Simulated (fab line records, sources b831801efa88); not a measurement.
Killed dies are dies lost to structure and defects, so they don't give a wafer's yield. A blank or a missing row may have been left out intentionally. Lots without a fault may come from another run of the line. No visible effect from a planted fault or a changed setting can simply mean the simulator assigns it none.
Which tool did it? :: flow gf180mcu :: 39 wafers from 13 lots sampled at 3 of the route's 602 steps

## WHAT EACH GAUGE READ, for each wafer
GF_VT_IMPLANT_RS_MEAS_49: measurement is done with a four-point probe.
lot: L748
measured: day 7 11:55
on: film metro-02
MVPSD_RS (ohm/sq): 1171.7 1172.5 1170.4

lot: L750
measured: day 8 04:19
on: film metro-03
MVPSD_RS (ohm/sq): 1167.7 1163.5 1165.2

lot: L751
measured: day 8 10:29
on: film metro-02
MVPSD_RS (ohm/sq): 1172.5 1169.5 1168.8

lot: L752
measured: day 8 18:35
on: film metro-02
MVPSD_RS (ohm/sq): 1169.9 1169.3 1170.2

lot: L753
measured: day 9 00:25
on: film metro-04
MVPSD_RS (ohm/sq): 1169.0 1169.2 1170.7

lot: L757
measured: day 10 04:55
on: film metro-03
MVPSD_RS (ohm/sq): 1171.7 1169.2 1170.6

lot: L758
measured: day 10 10:49
on: film metro-02
MVPSD_RS (ohm/sq): 1104.7 1101.7 1101.3

lot: L762
measured: day 11 12:33
on: film metro-03
MVPSD_RS (ohm/sq): 1103.6 1103.4 1104.6

lot: L764
measured: day 12 03:05
on: film metro-04
MVPSD_RS (ohm/sq): 1170.2 1169.3 1173.0

lot: L765
measured: day 12 08:26
on: film metro-02
MVPSD_RS (ohm/sq): 1169.5 1169.5 1172.0

lot: L767
measured: day 12 21:38
on: film metro-03
MVPSD_RS (ohm/sq): 1174.8 1172.2 1171.7

lot: L770
measured: day 13 17:39
on: film metro-03
MVPSD_RS (ohm/sq): 1169.1 1168.8 1169.1

lot: L771
measured: day 14 00:59
on: film metro-04
MVPSD_RS (ohm/sq): 1171.6 1175.6 1171.0

## WHICH TOOL RAN EACH LOT (tool, then ch and the chambers of the sampled wafers, then the start)
lot: L748
GF_STI_CMP_25: cmp-01 ch 0,2,3, day 2 04:12
GF_MVPSD_IMPLANT_09: implanter-01 ch 0, day 4 22:47

lot: L750
GF_STI_CMP_25: cmp-02 ch 1,3, day 2 13:53
GF_MVPSD_IMPLANT_09: implanter-03 ch 0, day 5 12:37

lot: L751
GF_STI_CMP_25: cmp-02 ch 0,1, day 2 19:22
GF_MVPSD_IMPLANT_09: implanter-02 ch 0, day 5 18:53

lot: L752
GF_STI_CMP_25: cmp-02 ch 0,1,2, day 3 00:26
GF_MVPSD_IMPLANT_09: implanter-01 ch 0, day 5 23:55

lot: L753
GF_STI_CMP_25: cmp-01 ch 0,1,3, day 3 05:06
GF_MVPSD_IMPLANT_09: implanter-02 ch 0, day 6 06:31

lot: L757
GF_STI_CMP_25: cmp-02 ch 0,2,3, day 4 02:25
GF_MVPSD_IMPLANT_09: implanter-02 ch 0, day 7 08:14

lot: L758
GF_STI_CMP_25: cmp-02 ch 1,2,3, day 4 07:18
GF_MVPSD_IMPLANT_09: implanter-02 ch 0, day 7 14:43

lot: L762
GF_STI_CMP_25: cmp-02 ch 0,1,3, day 5 04:41
GF_MVPSD_IMPLANT_09: implanter-02 ch 0, day 8 13:28

lot: L764
GF_STI_CMP_25: cmp-01 ch 1,2,3, day 5 15:16
GF_MVPSD_IMPLANT_09: implanter-01 ch 0, day 9 01:59

lot: L765
GF_STI_CMP_25: cmp-01 ch 2,3, day 5 19:53
GF_MVPSD_IMPLANT_09: implanter-01 ch 0, day 9 07:25

lot: L767
GF_STI_CMP_25: cmp-02 ch 0,1,2, day 6 04:38
GF_MVPSD_IMPLANT_09: implanter-01 ch 0, day 9 19:14

lot: L770
GF_STI_CMP_25: cmp-02 ch 1,3, day 6 21:47
GF_MVPSD_IMPLANT_09: implanter-01 ch 0, day 10 12:41

lot: L771
GF_STI_CMP_25: cmp-01 ch 0,1, day 7 02:31
GF_MVPSD_IMPLANT_09: implanter-03 ch 0, day 10 18:44
- GF_STI_CMP_25: polishes, stops on Si3N4, t overpolish 33 s, target thk 524.6 nm.
- GF_MVPSD_IMPLANT_09

## WHAT THE TOOLS THEMSELVES READ (means of the sampled wafers that have a number; where no wafer has one, the mark that the record gives instead)
GF_STI_CMP_25.
lot: L748
tool: cmp-01
motor current A (A): 12.0
overpolish run s (s): 32.998
time to endpoint s (s): 123.2

lot: L750
tool: cmp-02
motor current A (A): 11.1
overpolish run s (s): 33.004
time to endpoint s (s): 123.0

lot: L751
tool: cmp-02
motor current A (A): 11.6
overpolish run s (s): 32.999
time to endpoint s (s): 127.9

lot: L752
tool: cmp-02
motor current A (A): 11.4
overpolish run s (s): 32.990
time to endpoint s (s): 125.3

lot: L753
tool: cmp-01
motor current A (A): 11.4
overpolish run s (s): 33.001
time to endpoint s (s): 124.5

lot: L757
tool: cmp-02
motor current A (A): 10.7
overpolish run s (s): 32.997
time to endpoint s (s): 129.7

lot: L758
tool: cmp-02
motor current A (A): 10.6
overpolish run s (s): 32.992
time to endpoint s (s): 130.0

lot: L762
tool: cmp-02
motor current A (A): 11.0
overpolish run s (s): 33.009
time to endpoint s (s): 125.8

lot: L764
tool: cmp-01
motor current A (A): 12.1
overpolish run s (s): 32.998
time to endpoint s (s): 125.6

lot: L765
tool: cmp-01
motor current A (A): 12.0
overpolish run s (s): 32.995
time to endpoint s (s): 126.7

lot: L767
tool: cmp-02
motor current A (A): 11.6
overpolish run s (s): 32.994
time to endpoint s (s): 125.4

lot: L770
tool: cmp-02
motor current A (A): 10.2
overpolish run s (s): 32.999
time to endpoint s (s): 126.4

lot: L771
tool: cmp-01
motor current A (A): 10.4
overpolish run s (s): 32.991
time to endpoint s (s): 128.4

GF_MVPSD_IMPLANT_09.
lot: L748
tool: implanter-01
dose ions cm2: 5e+12
faraday current uA: 28.5

lot: L750
tool: implanter-03
dose ions cm2: 5e+12
faraday current uA: 28.2

lot: L751
tool: implanter-02
dose ions cm2: 5e+12
faraday current uA: 28.1

lot: L752
tool: implanter-01
dose ions cm2: 5e+12
faraday current uA: 28.6

lot: L753
tool: implanter-02
dose ions cm2: 5e+12
faraday current uA: 28.3

lot: L757
tool: implanter-02
dose ions cm2: 5e+12
faraday current uA: 28.2

lot: L758
tool: implanter-02
dose ions cm2: 7e+12
faraday current uA: 37.6

lot: L762
tool: implanter-02
dose ions cm2: 7e+12
faraday current uA: 38.4

lot: L764
tool: implanter-01
dose ions cm2: 5e+12
faraday current uA: 27.8

lot: L765
tool: implanter-01
dose ions cm2: 5e+12
faraday current uA: 28.5

lot: L767
tool: implanter-01
dose ions cm2: 5e+12
faraday current uA: 28.0

lot: L770
tool: implanter-01
dose ions cm2: 5e+12
faraday current uA: 28.7

lot: L771
tool: implanter-03
dose ions cm2: 5e+12
faraday current uA: 28.0

## THE ANSWER, worked out from the rows above alone
Rule: the usual values come from the lots themselves. Put in order of their means at a reading, lots are off if they are a third of the lots or fewer, leave a main group of 4 or more, and stand apart from it by a gap of 3 or more times the standard deviation of the main group's means; of several such gaps the widest counts. A main group is skipped when, at the precision printed for the reading in the tables above, its means are all equal. A lot without any number at a reading at which 4 lots or more have one is off too. All remaining lots with rows at the step are treated as sound. Order of review: gauges by route order, followed by the tools' own readings, for which a lot's mean as printed above is used. At the first step where some lot is off, the reading lying furthest off is the one used; lots without a number count as furthest.
Off: L758, L762, at GF_VT_IMPLANT_RS_MEAS_49 (MVPSD_RS). The main group: mean 1170.3 ohm/sq, standard deviation 1.9.
If a tool, at a process step before that reading, ran all the lots that are off and no sound lot after the first of them, it fits. Not tried: the gauges at GF_VT_IMPLANT_RS_MEAS_49; whatever is off there is also off at GF_MVPSD_IMPLANT_09, on other tools, and gauge error can't account for it. One fits: GF_MVPSD_IMPLANT_09 on implanter-02. Its last sound lot is L757 (day 7 08:14), its first lot that is off L758 (day 7 14:43): a fault that began between those two fits.
The tool's own readings at GF_MVPSD_IMPLANT_09 bear it out: on the lots that are off they differ by more than 5 times the standard deviation of the sound lots' means. dose ions cm2 reads 7e+12 there against 5e+12 on the sound lots; faraday current uA reads 38.0 there against 28.3 on the sound lots.

## WHAT HAD BEEN PUT IN BY THE SIMULATOR
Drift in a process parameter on implanter-02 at GF_MVPSD_IMPLANT_09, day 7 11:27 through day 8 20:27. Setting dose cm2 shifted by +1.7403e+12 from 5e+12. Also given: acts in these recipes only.
Shown lots that were struck: L758, L762. The rule given above showed the same thing.
